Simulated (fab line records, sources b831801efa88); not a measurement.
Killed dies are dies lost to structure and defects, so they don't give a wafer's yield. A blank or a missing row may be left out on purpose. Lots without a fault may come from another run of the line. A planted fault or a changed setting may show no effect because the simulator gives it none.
Which tool did it? | flow sky130 | 13 lots, 39 wafers sampled, at 2 steps of a route of 708

WHAT THE GAUGES READ, wafer by wafer
SKY_METAL1_CD_MEAS_15: target cd 140 nm.
lot  | measured     | on        | cd_nm (nm)
L930 | day 32 14:34 | cd_sem-01 | 139.9 140.5 140.3
L931 | day 32 20:43 | cd_sem-01 | 141.8 142.3 141.8
L932 | day 33 07:23 | cd_sem-01 | 140.4 139.6 138.3
L936 | day 34 22:34 | cd_sem-02 | 139.0 138.7 138.3
L937 | day 35 01:59 | cd_sem-02 | 140.5 139.8 139.8
L938 | day 35 08:37 | cd_sem-01 | 139.4 139.9 139.4
L939 | day 35 20:19 | cd_sem-02 | 141.6 141.8 141.9
L941 | day 36 05:32 | cd_sem-01 | 141.8 140.6 140.3
L949 | day 39 03:14 | cd_sem-02 | 139.2 139.2 138.8
L950 | day 39 06:00 | cd_sem-02 | 141.0 141.7 140.9
L951 | day 39 12:04 | cd_sem-02 | 138.1 139.3 138.8
L953 | day 39 20:04 | cd_sem-02 | 142.2 142.9 143.2
L952 | day 39 22:31 | cd_sem-01 | 141.9 142.4 142.6

SKY_METAL1_OVL_MEAS_16.
lot  | measured     | on         | METAL1_OVL (nm)
L930 | day 32 14:41 | overlay-02 | 1 4 7
L931 | day 32 20:49 | overlay-02 | -1 1 -5
L932 | day 33 07:30 | overlay-02 | 3 -1 2
L936 | day 34 22:40 | overlay-01 | 6 7 4
L937 | day 35 02:06 | overlay-02 | -9 -9 -6
L938 | day 35 08:44 | overlay-01 | 8 8 0
L939 | day 35 20:26 | overlay-02 | -6 -3 -8
L941 | day 36 05:39 | overlay-02 | 1 -6 0
L949 | day 39 03:21 | overlay-01 | 6 6 4
L950 | day 39 06:07 | overlay-02 | -1 -5 0
L951 | day 39 12:10 | overlay-02 | 9 7 2
L953 | day 39 20:11 | overlay-02 | -3 6 1
L952 | day 39 22:38 | overlay-01 | 8 6 -1

WHICH TOOL RAN EACH LOT (tool, then ch and the chambers of the sampled wafers, then the start)
The record holds no process step before these readings.

WHAT THE TOOLS THEMSELVES READ (means of the sampled wafers that have a number; where no wafer has one, the mark that the record gives instead)
The record holds no such reading with a usual standard deviation.

THE ANSWER, worked out from the rows above alone
Rule: what is usual is taken from the lots themselves. Put in order of their means at a reading, lots are off if they are a third of the lots or fewer, leave a main group of 4 or more, and stand apart from it by a gap of 3 or more times the standard deviation of the main group's means; of several such gaps the widest counts. A main group whose means are all the same, to the digits that the tables above print for the reading, isn't used. A lot without any number at a reading at which 4 lots or more have one is off too. The other lots that the step has rows for count as sound. The gauges are gone through in route order, then the tools' own readings, and for those a lot's mean is taken as printed above. The first step at which some lot is off is used, and at that step the reading that is off furthest; a lot without a number counts as furthest.
No lot is off at any reading shown: from this, nothing can be told.

WHAT THE SIMULATOR HAD PUT IN
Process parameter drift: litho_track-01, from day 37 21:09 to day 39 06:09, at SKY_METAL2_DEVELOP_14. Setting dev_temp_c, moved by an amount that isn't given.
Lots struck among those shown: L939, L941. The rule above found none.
